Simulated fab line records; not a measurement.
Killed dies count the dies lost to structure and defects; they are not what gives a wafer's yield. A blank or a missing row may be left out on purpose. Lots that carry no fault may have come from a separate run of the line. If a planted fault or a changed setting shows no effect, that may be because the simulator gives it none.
Comparing a struck lot with a sound one	flow sky130	16 steps out of a route of 708
Sound: the wafers L447.1, L447.4, L447.6. Struck: wafers L456.1, L456.5, L456.6. At the end, the cause is stated.
Per side, at each step with rows, come the tool, then ch with its chambers, and then its first start. Under that, the readings that differ: sound wafers	struck wafers	difference of the means	sigmas: that difference in standard deviations of wafers without a fault.
alike: same words and numbers on both sides, and readings whose means sit less than 2 such deviations apart. not compared: any withheld reading, any reading some wafer has no value for, any bound like >300 that may hide the same value, and any number with overlapping values for which the record gives no deviation.
Wherever a step has rows on one side only, a row that says differs or no value, or a row with sigmas, the two part there. Non-overlapping numbers with no deviation appear without sigmas and do not part them. A reading that every wafer of one side lacks parts them only if that side has two wafers or more.

first, 5 steps without rows for these wafers: SKY_POLY_GATE_COAT_08 (resist thk 450 nm); SKY_POLY_GATE_SOFTBAKE_09 (time 90 s); SKY_POLY_GATE_EXPOSE_10 (exposes mask P1M, target cd 150 nm); SKY_POLY_GATE_PEB_11; SKY_POLY_GATE_DEVELOP_12 (develop time 60 s).
SKY_POLY_GATE_CD_MEAS_13: the cd target is 150 nm.
  sound on cdSem-02 at day 18 03:13; struck on cdSem-02 at day 21 13:12
  alike: cdNm
SKY_POLY_GATE_OVL_MEAS_14:
  sound on overlay-01 at day 18 03:20; struck on overlay-02 at day 21 13:19
  alike: POLY_GATE_OVL
SKY_POLY_GATE_ETCH_15: etches BARC in N2/H2, stops on SiO2, time 118.5 s, target depth 110 nm.
  sound on rieDiel-01 ch 0,1, day 18 03:23; struck on rieDiel-02 ch 1,2, day 21 13:22
  alike: drypumpMotorCurrentA, oesProductAu, throttleValvePct
  not compared: rfHoursCounterH
SKY_POLY_GATE_ETCH_16: etches Si3N4 in CH3F/O2, stops on poly-Si, time 147.5 s, target depth 75 nm.
  sound on rieDiel-01 ch 0,1, day 18 03:28; struck on rieDiel-02 ch 1,2, day 21 13:26
  alike: drypumpMotorCurrentA, oesProductAu, throttleValvePct
  not compared: rfHoursCounterH
SKY_POLY_GATE_ETCH_17: etches poly-Si in HBr/Cl2, stops on SiO2, target depth 180 nm, time 70.5 s.
  sound on rieSi-02 ch 0,2,3, day 18 03:34; struck on rieSi-02 ch 1,2, day 21 13:32
  alike: drypumpMotorCurrentA, mfcCl2Sccm, oesProductAu, throttleValvePct
  not compared: rfHoursCounterH
SKY_POLY_GATE_STRIP_18: strips in O2/N2.
  sound on plasmaAsher-01 ch 0,1, day 18 03:37; struck on plasmaAsher-02 ch 0,1, day 21 13:36
  alike: drypumpMotorCurrentA, oesProductAu, stripTimeToEndpointS
  not compared: rfHoursCounterH
then, 1 step without rows for these wafers: SKY_POLY_GATE_CLEAN_19 (cleans in SC1/SC2, time 150 s).
SKY_POLY_GATE_OXIDATION_20: stabilise 600 s, purge 300 s, target thk 4 nm.
  sound on furnace-02 ch 0, day 18 04:18; struck on furnace-01 ch 0, day 21 13:45
reading	sound	struck	difference	sigmas
oxTimeS (s)	899 899 899	719.2 719.2 719.2	-179.8	
tube_center_temp_C_max	852.5 852.8 852.6	852.0 851.9 851.7	-0.8	-2
model.SiO2_of_POLY_GATE_OXIDATION_20.thkNm (nm)	3.887 3.939 3.914	3.344 3.321 3.392	-0.561	
  alike: oxTempCMax, spikeTcTopC
SKY_POLY_GATE_THK_MEAS_21:
  sound on filmMetro-03 at day 18 05:33; struck on filmMetro-01 at day 21 15:13
reading	sound	struck	difference	sigmas
POLY_GATE_OXIDATION_THK (nm)	3.88 3.97 3.92	3.35 3.33 3.42	-0.56	-7
  not compared: hold
SKY_POLY_GATE_CD_MEAS_22:
  sound on cdSem-01 at day 18 05:37; struck on cdSem-01 at day 21 15:59
reading	sound	struck	difference	sigmas
hold	- - -	awaitDispo/0.7h/release awaitDispo/0.7h/release awaitDispo/0.7h/release	no value on the sound wafers	
  alike: cdNm
-- a jump in the record: the struck wafers' starts before and after are 28 days apart (it breaks off in module POLY_GATE and resumes in module PAD_OPEN, where the first step shown is number 708 of the route) --
SKY_PAD_OPEN_PROBE_99:
  sound on prober-01 at day 47 06:26; struck on prober-01 at day 49 09:04
reading	sound	struck	difference	sigmas
model.etest.tipSonos.rsOhmSq	2714 2656 2645	2537 2569 2550	-120	
model.etest.tipN.rsOhmSq	443 445.4 446.1	437.5 437.7 438.5	-6.9	
  alike: killed_at_M0_to_M3, killed_at_M4_up, killedAtContacts, killedAtFrontEnd, killedAtOther, killedDies, killedOpen, killedShort

WHERE THEY PART
At SKY_POLY_GATE_OXIDATION_20 first; at SKY_POLY_GATE_CD_MEAS_22 last (within this record only). Later steps at which nothing parts them and some readings are alike: SKY_PAD_OPEN_PROBE_99.

WHY: what the simulator had put in
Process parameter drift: furnace-01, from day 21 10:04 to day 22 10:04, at SKY_POLY_GATE_OXIDATION_20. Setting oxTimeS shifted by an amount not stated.
